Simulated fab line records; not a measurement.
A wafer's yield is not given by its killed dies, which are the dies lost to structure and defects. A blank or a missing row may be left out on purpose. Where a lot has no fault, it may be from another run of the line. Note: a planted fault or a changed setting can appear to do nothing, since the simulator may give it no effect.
fab line records ; flow sky130
record lots=15; wafers=45; lastDay=50
route steps=708 shown FIELD_ISO@26 DNWELL@44 LDD_HVP@286 SPACER@306
lots untouched by any fault: they come from a run of this same line in which no faults occurred
startH: the number of hours between the record's first day and the start of the first shown wafer of the lot ; waitH: how many hours have passed since the lot's step before this one ; " unchanged from the row above ; L1.1+2: a single row standing in for several wafers ; - no value, or no start was given ; * or withheld: withheld ; < > ~ a bound
route shown NAME@n: NAME is a module with steps in the file, n the number in the route of the first one ; usual: average and standard deviation across the fault-free wafers ; same: alike in all rows ; chamber/n: place in a boat ; sites: per-site readings ; _std_site: standard deviation across them ; _edge_site: mean of outer sites minus mean of inner sites ; radiusMm: how far each site lies from the wafer's centre ; mask NAME#n: copy n ; behind: the last tool/chamber to shape the wafer ; hold: why the lot was held/for how many hours/how that ended ; device: the transistor (n, p or np) that didn't switch ; end of line: the route-end tests of the same wafers ; a step with no rows: only its recipe ; killed: count of dies lost to structure and defects at first sort (not the wafer's yield) ; map: a wafer's dies, marking killed ones x, the rest . and places with no die _
set.NAME: the run value of the setting; set.NAME@STEP: its run value at that earlier step ; model.NAME: the simulator's own value behind a step, which no gauge read
steps of the route over a sample of lots; a table a step, a row a wafer
services: from which hour (startH, from the record's first day; less than 0 if before it) a tool's chamber was out of use, for how many hours, and why
## steps
# step SKY_FIELD_ISO_THK_MEAS_25
# recipe reads=SiO2_of_FIELD_ISO_CVD_24
# usual FIELD_ISO_CVD_24_THK=593/5.3
lot.wafer;tool;chamber;startH;waitH;FIELD_ISO_CVD_24_THK[nm]
L563.1;filmMetro-01;-;29.40;0.0;600
L563.4;filmMetro-01;-;29.40;0.0;595
L563.6;filmMetro-01;-;29.40;0.0;602
L564.2;filmMetro-01;-;39.83;0.0;586
L564.3;filmMetro-01;-;39.83;0.0;592
L564.6;filmMetro-01;-;39.83;0.0;593
L565.1;filmMetro-04;-;44.48;0.0;597
L565.2;filmMetro-04;-;44.48;0.0;592
L565.5;filmMetro-04;-;44.48;0.0;601
L566.2;filmMetro-03;-;48.37;0.0;596
L566.3;filmMetro-03;-;48.37;0.0;601
L566.4;filmMetro-03;-;48.37;0.0;595
L567.2;filmMetro-01;-;51.67;0.0;594
L567.5;filmMetro-01;-;51.67;0.0;602
L567.6;filmMetro-01;-;51.67;0.0;596
L568.1;filmMetro-04;-;59.33;0.0;592
L568.3;filmMetro-04;-;59.33;0.0;594
L568.6;filmMetro-04;-;59.33;0.0;590
L569.1;filmMetro-03;-;66.91;0.0;601
L569.2;filmMetro-03;-;66.91;0.0;596
L569.3;filmMetro-03;-;66.91;0.0;601
L572.3;filmMetro-01;-;79.62;0.1;595
L572.4;filmMetro-01;-;79.62;0.1;595
L572.6;filmMetro-01;-;79.62;0.1;591
L576.2;filmMetro-04;-;100.28;0.1;589
L576.5;filmMetro-04;-;100.28;0.1;597
L576.6;filmMetro-04;-;100.28;0.1;599
L577.1;filmMetro-04;-;106.56;0.0;597
L577.3;filmMetro-04;-;106.56;0.0;591
L577.5;filmMetro-04;-;106.56;0.0;592
L579.1;filmMetro-01;-;115.24;0.0;593
L579.4;filmMetro-01;-;115.24;0.0;587
L579.6;filmMetro-01;-;115.24;0.0;589
L580.1;filmMetro-01;-;120.84;0.0;588
L580.2;filmMetro-01;-;120.84;0.0;592
L580.4;filmMetro-01;-;120.84;0.0;599
L581.1;filmMetro-03;-;123.53;0.0;589
L581.3;filmMetro-03;-;123.53;0.0;600
L581.5;filmMetro-03;-;123.53;0.0;583
L583.1;filmMetro-04;-;137.46;0.0;591
L583.5;filmMetro-04;-;137.46;0.0;597
L583.6;filmMetro-04;-;137.46;0.0;590
L586.2;filmMetro-03;-;151.27;0.0;586
L586.3;filmMetro-03;-;151.27;0.0;586
L586.6;filmMetro-03;-;151.27;0.0;595
# step SKY_DNWELL_TW_MEAS_09
# usual DNWELL_TW=1118/8.2
lot.wafer;tool;chamber;startH;waitH;DNWELL_TW
L563.1;filmMetro-01;-;49.24;0.1;1115
L563.4;filmMetro-01;-;49.24;0.1;1115
L563.6;filmMetro-01;-;49.24;0.1;1116
L564.2;filmMetro-04;-;59.72;0.1;1107
L564.3;filmMetro-04;-;59.72;0.1;1100
L564.6;filmMetro-04;-;59.72;0.1;1109
L565.1;filmMetro-01;-;64.54;0.1;1117
L565.2;filmMetro-01;-;64.54;0.1;1125
L565.5;filmMetro-01;-;64.54;0.1;1125
L566.2;filmMetro-01;-;68.92;0.1;1125
L566.3;filmMetro-01;-;68.92;0.1;1130
L566.4;filmMetro-01;-;68.92;0.1;1129
L567.2;filmMetro-04;-;73.47;0.1;1113
L567.5;filmMetro-04;-;73.47;0.1;1109
L567.6;filmMetro-04;-;73.47;0.1;1109
L568.1;filmMetro-04;-;90.38;0.1;1108
L568.3;filmMetro-04;-;90.38;0.1;1106
L568.6;filmMetro-04;-;90.38;0.1;1106
L569.1;filmMetro-04;-;92.04;0.1;1116
L569.2;filmMetro-04;-;92.04;0.1;1116
L569.3;filmMetro-04;-;92.04;0.1;1110
L572.3;filmMetro-01;-;103.95;0.1;1137
L572.4;filmMetro-01;-;103.95;0.1;1131
L572.6;filmMetro-01;-;103.95;0.1;1137
L576.2;filmMetro-04;-;123.39;0.1;1110
L576.5;filmMetro-04;-;123.39;0.1;1112
L576.6;filmMetro-04;-;123.39;0.1;1109
L577.1;filmMetro-04;-;128.94;0.1;1121
L577.3;filmMetro-04;-;128.94;0.1;1119
L577.5;filmMetro-04;-;128.94;0.1;1115
L579.1;filmMetro-01;-;140.54;0.1;1130
L579.4;filmMetro-01;-;140.54;0.1;1131
L579.6;filmMetro-01;-;140.54;0.1;1126
L580.1;filmMetro-02;-;145.19;0.1;1116
L580.2;filmMetro-02;-;145.19;0.1;1121
L580.4;filmMetro-02;-;145.19;0.1;1122
L581.1;filmMetro-02;-;146.41;0.1;1118
L581.3;filmMetro-02;-;146.41;0.1;1122
L581.5;filmMetro-02;-;146.41;0.1;1113
L583.1;filmMetro-01;-;169.51;0.1;1124
L583.5;filmMetro-01;-;169.51;0.1;1123
L583.6;filmMetro-01;-;169.51;0.1;1128
L586.2;filmMetro-01;-;182.40;0.1;1125
L586.3;filmMetro-01;-;182.40;0.1;1128
L586.6;filmMetro-01;-;182.40;0.1;1122
# step SKY_LDD_HVP_IMPLANT_08
# recipe species=B; energyKev=20; doseCm2=1.7e+13; tiltDeg=17.9
# usual beamEnergyKeV=20.000/0.0056; beamOnS=10.00/0.18
lot.wafer;tool;chamber;startH;waitH;beamEnergyKeV;beamOnS
L563.1;implanter-02;0;474.66;0.0;19.991;10.07
L563.4;implanter-02;0;474.66;0.0;20.009;10.14
L563.6;implanter-02;0;474.66;0.0;20.005;10.20
L564.2;implanter-01;0;501.34;0.0;20.001;9.97
L564.3;implanter-01;0;501.34;0.0;20.000;10.08
L564.6;implanter-01;0;501.34;0.0;20.004;9.89
L565.1;implanter-02;0;503.01;0.0;19.996;10.30
L565.2;implanter-02;0;503.01;0.0;20.002;10.12
L565.5;implanter-02;0;503.01;0.0;19.999;9.99
L566.2;implanter-02;-;511.04;0.0;-;-
L566.3;implanter-02;-;511.04;0.0;-;-
L566.4;implanter-02;-;511.04;0.0;-;-
L567.2;implanter-01;-;550.20;0.0;-;-
L567.5;implanter-01;-;550.20;0.0;-;-
L567.6;implanter-01;-;550.20;0.0;-;-
L568.1;implanter-02;-;556.37;0.0;-;-
L568.3;implanter-02;-;556.37;0.0;-;-
L568.6;implanter-02;-;556.37;0.0;-;-
L569.1;implanter-03;0;557.11;0.0;20.001;9.93
L569.2;implanter-03;0;557.11;0.0;20.006;9.94
L569.3;implanter-03;0;557.11;0.0;19.988;9.88
L572.3;implanter-01;0;575.02;0.1;20.004;9.90
L572.4;implanter-01;0;575.02;0.1;19.995;9.77
L572.6;implanter-01;0;575.02;0.1;20.001;10.12
L576.2;implanter-02;0;603.59;0.0;19.999;9.93
L576.5;implanter-02;0;603.59;0.0;20.001;9.72
L576.6;implanter-02;0;603.59;0.0;19.999;9.82
L577.1;implanter-02;0;609.22;0.0;20.012;10.17
L577.3;implanter-02;0;609.22;0.0;20.004;9.84
L577.5;implanter-02;0;609.22;0.0;19.999;10.01
L579.1;implanter-01;0;646.41;0.0;20.000;9.93
L579.4;implanter-01;0;646.41;0.0;20.000;9.96
L579.6;implanter-01;0;646.41;0.0;20.007;9.70
L580.1;implanter-02;0;647.01;0.0;19.989;10.29
L580.2;implanter-02;0;647.01;0.0;19.994;9.98
L580.4;implanter-02;0;647.01;0.0;19.984;9.85
L581.1;implanter-02;0;652.47;0.0;20.001;9.89
L581.3;implanter-02;0;652.47;0.0;19.989;10.30
L581.5;implanter-02;0;652.47;0.0;19.991;10.08
L583.1;implanter-02;0;675.06;0.0;19.997;9.94
L583.5;implanter-02;0;675.06;0.0;19.999;10.14
L583.6;implanter-02;0;675.06;0.0;20.007;9.92
L586.2;implanter-02;0;689.72;0.0;20.004;9.97
L586.3;implanter-02;0;689.72;0.0;19.999;10.29
L586.6;implanter-02;0;689.72;0.0;19.998;10.26
# step SKY_LDD_HVP_TW_MEAS_10
# usual LDD_HVP_TW=457.9/3
lot.wafer;tool;chamber;startH;waitH;LDD_HVP_TW
L563.1;filmMetro-01;-;474.91;0.1;462.1
L563.4;filmMetro-01;-;474.91;0.1;461.0
L563.6;filmMetro-01;-;474.91;0.1;461.0
L564.2;filmMetro-01;-;501.57;0.1;459.0
L564.3;filmMetro-01;-;501.57;0.1;457.9
L564.6;filmMetro-01;-;501.57;0.1;456.8
L565.1;filmMetro-01;-;503.26;0.1;457.3
L565.2;filmMetro-01;-;503.26;0.1;454.4
L565.5;filmMetro-01;-;503.26;0.1;457.0
L566.2;filmMetro-03;-;511.27;0.1;30.1
L566.3;filmMetro-03;-;511.27;0.1;30.0
L566.4;filmMetro-03;-;511.27;0.1;30.1
L567.2;filmMetro-02;-;550.43;0.1;30.1
L567.5;filmMetro-02;-;550.43;0.1;30.4
L567.6;filmMetro-02;-;550.43;0.1;30.2
L568.1;filmMetro-03;-;556.62;0.1;29.7
L568.3;filmMetro-03;-;556.62;0.1;30.0
L568.6;filmMetro-03;-;556.62;0.1;29.9
L569.1;filmMetro-02;-;557.36;0.1;458.3
L569.2;filmMetro-02;-;557.36;0.1;460.3
L569.3;filmMetro-02;-;557.36;0.1;455.7
L572.3;filmMetro-01;-;575.24;0.1;460.2
L572.4;filmMetro-01;-;575.24;0.1;459.6
L572.6;filmMetro-01;-;575.24;0.1;462.1
L576.2;filmMetro-01;-;603.82;0.1;455.2
L576.5;filmMetro-01;-;603.82;0.1;459.3
L576.6;filmMetro-01;-;603.82;0.1;456.2
L577.1;filmMetro-03;-;609.47;0.1;452.9
L577.3;filmMetro-03;-;609.47;0.1;454.4
L577.5;filmMetro-03;-;609.47;0.1;452.4
L579.1;filmMetro-02;-;646.66;0.1;455.5
L579.4;filmMetro-02;-;646.66;0.1;454.9
L579.6;filmMetro-02;-;646.66;0.1;457.6
L580.1;filmMetro-01;-;647.26;0.1;457.8
L580.2;filmMetro-01;-;647.26;0.1;460.3
L580.4;filmMetro-01;-;647.26;0.1;458.6
L581.1;filmMetro-01;-;652.72;0.1;461.1
L581.3;filmMetro-01;-;652.72;0.1;460.7
L581.5;filmMetro-01;-;652.72;0.1;462.8
L583.1;filmMetro-02;-;675.31;0.1;458.5
L583.5;filmMetro-02;-;675.31;0.1;458.7
L583.6;filmMetro-02;-;675.31;0.1;460.7
L586.2;filmMetro-01;-;689.96;0.1;462.3
L586.3;filmMetro-01;-;689.96;0.1;463.3
L586.6;filmMetro-01;-;689.96;0.1;462.1
# step SKY_SPACER_ETCHBACK_02
# recipe chemistry=CH3F/O2; target=Si3N4; stopOn=SiO2; sourceW=400; biasW=80; pressureMtorr=25; ch3fFlowSccm=40; O2_flow_sccm=30; timeS=46.7; targetDepthA=450
# usual drypumpMotorCurrentA=5.7/0.48; oesProductAu=0.854/0.0064; throttleValvePct=10.563/0.0098
lot.wafer;tool;chamber;startH;waitH;drypumpMotorCurrentA;oesProductAu;rfHoursCounterH;throttleValvePct
L563.1;rieDiel-03;1;510.87;0.1;6.0;0.849;5;10.565
L563.4;rieDiel-03;3;510.87;0.1;5.4;0.849;2;10.580
L563.6;rieDiel-03;1;510.87;0.1;6.0;0.849;-;10.563
L564.2;rieDiel-03;3;533.99;0.0;5.4;0.848;2;10.560
L564.3;rieDiel-03;2;533.99;0.0;6.6;0.851;4;10.566
L564.6;rieDiel-03;0;533.99;0.0;5.6;0.856;-;10.565
L565.1;rieDiel-04;1;535.80;0.1;6.0;0.843;14;10.542
L565.2;rieDiel-04;3;535.80;0.1;5.1;0.853;1;10.557
L565.5;rieDiel-04;0;535.80;0.1;5.0;0.847;-;10.543
L569.1;rieDiel-02;2;590.30;0.1;6.3;0.858;6;10.561
L569.2;rieDiel-02;1;590.30;0.1;5.6;0.845;4;10.554
L569.3;rieDiel-02;0;590.30;0.1;6.3;0.862;12;10.584
L572.3;rieDiel-04;3;605.70;0.0;5.2;0.858;3;10.541
L572.4;rieDiel-04;0;605.70;0.0;5.0;0.864;38;10.555
L572.6;rieDiel-04;1;605.70;0.0;6.0;0.862;-;10.557
L576.2;rieDiel-04;2;634.19;0.0;5.2;0.862;4;10.538
L576.5;rieDiel-04;2;634.19;0.0;5.2;0.857;-;10.568
L576.6;rieDiel-04;1;634.19;0.0;6.0;0.845;-;10.577
L577.1;rieDiel-02;1;639.99;0.1;5.6;0.851;5;10.577
L577.3;rieDiel-02;3;639.99;0.1;5.7;0.851;3;10.550
L577.5;rieDiel-02;3;639.99;0.1;5.7;0.853;-;10.553
L579.1;rieDiel-04;2;677.05;0.1;5.2;0.862;6;10.559
L579.4;rieDiel-04;3;677.05;0.1;5.1;0.861;5;10.588
L579.6;rieDiel-04;0;677.05;0.1;5.0;0.855;-;10.577
L580.1;rieDiel-03;0;678.25;0.1;5.6;0.855;46;10.563
L580.2;rieDiel-03;1;678.25;0.1;6.0;0.853;8;10.547
L580.4;rieDiel-03;0;678.25;0.1;5.6;0.868;-;10.562
L581.1;rieDiel-04;1;683.07;0.1;6.0;0.856;18;10.582
L581.3;rieDiel-04;3;683.07;0.1;5.2;0.852;5;10.573
L581.5;rieDiel-04;3;683.07;0.1;5.1;0.862;-;10.575
L583.1;rieDiel-03;2;706.65;0.1;6.6;0.853;7;10.555
L583.5;rieDiel-03;3;706.65;0.1;5.4;0.857;-;10.571
L583.6;rieDiel-03;1;706.65;0.1;6.0;0.854;-;10.573
L586.2;rieDiel-04;2;719.71;0.0;5.2;0.848;7;10.566
L586.3;rieDiel-04;3;719.71;0.0;5.1;0.839;6;10.554
L586.6;rieDiel-04;0;719.71;0.0;5.0;0.848;-;10.563
## services
tool;chamber;startH;hours;kind
implanter-03;-;460.49;6.8;repair
rieDiel-03;1;462.33;10.2;repair
rieDiel-03;3;474.51;3.1;repair
rieDiel-02;-;482.50;2.8;pm
implanter-03;-;501.74;3.5;repair
implanter-03;-;509.54;3.2;repair
rieDiel-04;3;511.64;5.1;repair
implanter-03;-;521.44;2.0;repair
rieDiel-02;-;533.76;14.6;pm
rieDiel-03;-;539.30;0.3;repair
implanter-03;-;561.15;1.5;repair
rieDiel-03;-;565.25;14.6;pm
rieDiel-03;2;586.09;4.4;repair
rieDiel-03;0;589.36;5.6;repair
rieDiel-04;2;610.10;13.1;repair
rieDiel-02;-;627.10;0.3;repair
implanter-02;-;638.65;0.9;repair
rieDiel-04;0;643.15;6.1;repair
rieDiel-03;-;644.35;2.8;pm
rieDiel-04;3;665.45;4.1;repair
rieDiel-03;3;673.39;11.8;repair
rieDiel-02;2;678.01;7.1;repair
rieDiel-03;0;705.10;8.4;repair
implanter-02;-;716.81;0.5;repair
## key
firstSign step=SKY_LDD_HVP_IMPLANT_08; reading=toolRecord; direction=missing
effect step=SKY_LDD_HVP_TW_MEAS_10; reading=LDD_HVP_TW; direction=down; sigmas=99+; usual=457.9; struck=30.1
metAt SKY_LDD_HVP_IMPLANT_08
struckLots L566,L567,L568
laterRowsLeftOut L566.2,L566.3,L566.4,L567.2,L567.5,L567.6,L568.1,L568.3,L568.6
sortLeftOut L566.2,L566.3,L566.4,L567.2,L567.5,L567.6,L568.1,L568.3,L568.6
testerLeftOut L566,L567,L568
notActingAt SKY_FIELD_ISO_THK_MEAS_25,SKY_DNWELL_TW_MEAS_09,SKY_SPACER_ETCHBACK_02
onsetBetween 503.01 511.04
fault kind=skippedStepWhole; tool=implanter-01,implanter-02; chamber=-; onsetH=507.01; steps=SKY_LDD_HVP_IMPLANT_08; scope=struckLotsOnly
# testerLeftOut: of these lots the tester's yield and bins aren't shown, on N5 and GAA mostly nor the transistor test; their killed dies are dies lost to structure and defects alone, not to doping, threshold or leakage, so they don't give the yield
# sortLeftOut: the simulated sort isn't trusted on such a fault, so these wafers' sort isn't shown, and their yield isn't known
# laterRowsLeftOut: the simulator's readings of these wafers behind a module that went badly wrong aren't trusted and aren't shown, but for the sort
